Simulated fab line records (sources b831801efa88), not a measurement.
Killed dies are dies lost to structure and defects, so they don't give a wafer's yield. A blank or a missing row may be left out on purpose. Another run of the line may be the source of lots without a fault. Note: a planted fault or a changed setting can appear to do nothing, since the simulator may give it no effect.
Comparing a struck lot with a sound one | flow sky130 | 15 steps out of a route of 708
Sound: these wafers, L231.1, L231.3, L231.5. The struck wafers were L238.2, L238.3, L238.6. Last of all comes the cause.
Order at every step that has rows: each side's tool, ch and its chambers, its first start. Under that, the readings that differ: sound wafers | struck wafers | difference of the means | sigmas: that difference in standard deviations of wafers without a fault.
alike: readings whose means differ by less than 2 such deviations, and words and numbers that are the same on both sides. not compared: withheld readings, readings that some wafer has no value for, bounds like >300 that may hide the same value, and numbers for which the record gives no deviation and whose values overlap.
A row with sigmas, a row that says differs or no value, or rows on one side alone: a step with any of these is where the two part. Non-overlapping numbers with no deviation appear without sigmas and do not part them. A reading that every wafer of one side lacks parts them only if that side has two wafers or more.

first, 2 steps without rows for these wafers: SKY_DNWELL_DEVELOP_06 (develop time 60 s); SKY_DNWELL_IMPLANT_07.
SKY_DNWELL_STRIP_08: strips in O2/N2.
  sound on plasma-asher-02 ch 0,1, day 4 05:41; struck on plasma-asher-02 ch 0,1, day 5 19:42
  alike: drypump-motor-current-A, n2-flow-sccm, oes-product-au, strip-time-to-endpoint-s
  not compared: rf-hours-counter-h
SKY_DNWELL_TW_MEAS_09:
  sound on film-metro-03 at day 4 05:47; struck on film-metro-01 at day 5 19:49
  alike: DNWELL_TW
then, 7 steps without rows for these wafers: SKY_PWDE_DEHYDRATE_00 (time 60 s); SKY_PWDE_HMDS_01 (prime time 60 s); SKY_PWDE_COAT_02 (resist thk 3000 nm); SKY_PWDE_SOFTBAKE_03; SKY_PWDE_EXPOSE_04 (exposes mask PWDEM, target cd 840 nm); SKY_PWDE_PEB_05; SKY_PWDE_DEVELOP_06 (develop time 60 s).
SKY_PWDE_OVL_MEAS_07:
  sound on overlay-02 at day 4 23:28; struck on overlay-02 at day 6 14:17
  alike: PWDE_OVL
SKY_PWDE_IMPLANT_08:
  sound on implanter-01 ch 0, day 4 23:31; struck on implanter-01 ch 0, day 6 14:20
  reading                   | sound                | struck               | difference | sigmas
  beam-energy-keV           | 150.02 149.96 149.96 | 172.19 172.24 172.25 | +22.25     | +99 or more
  model.implant.rp-nm (nm)  | 442.3 442.3 442.3    | 474.4 474.4 474.4    | +32.1      |
  model.implant.drp-nm (nm) | 97.97 97.97 97.97    | 103.3 103.3 103.3    | +5.3       |
SKY_PWDE_STRIP_09: strips in O2/N2.
  sound on plasma-asher-04 ch 0, day 4 23:40; struck on plasma-asher-04 ch 0,1, day 6 14:28
  alike: drypump-motor-current-A, n2-flow-sccm, oes-product-au, strip-time-to-endpoint-s
  not compared: rf-hours-counter-h
-- the record jumps here: 42 days lie between the struck wafers' starts before and after (it left off in module PWDE and takes up again in module PAD_OPEN, whose first step shown is number 708 of the route) --
SKY_PAD_OPEN_PROBE_99:
  sound on prober-02 at day 47 05:33; struck on prober-01 at day 48 19:30
  reading                                 | sound                         | struck         | difference | sigmas
  model.etest.res_p_drift_20v.line-ohm-um | 1.122e+04 1.179e+04 1.128e+04 | 9387 9192 9381 | -2110      |
  model.etest.res_p_drift_20v.rs-ohm-sq   | 9256 9794 9285                | 7888 7694 7787 | -1655      |
  alike: killed_at_M0_to_M3, killed_at_M4_up, killed-at-contacts, killed-at-front-end, killed-at-other, killed-dies, killed-open, killed-short

== WHERE THEY PART ==
Only at SKY_PWDE_IMPLANT_08, as far as this record shows. Later steps at which nothing parts them and some readings are alike: SKY_PWDE_STRIP_09, SKY_PAD_OPEN_PROBE_99.

WHY: what the simulator had put in
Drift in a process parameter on implanter-01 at SKY_PWDE_IMPLANT_08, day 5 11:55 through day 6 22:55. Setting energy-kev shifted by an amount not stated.
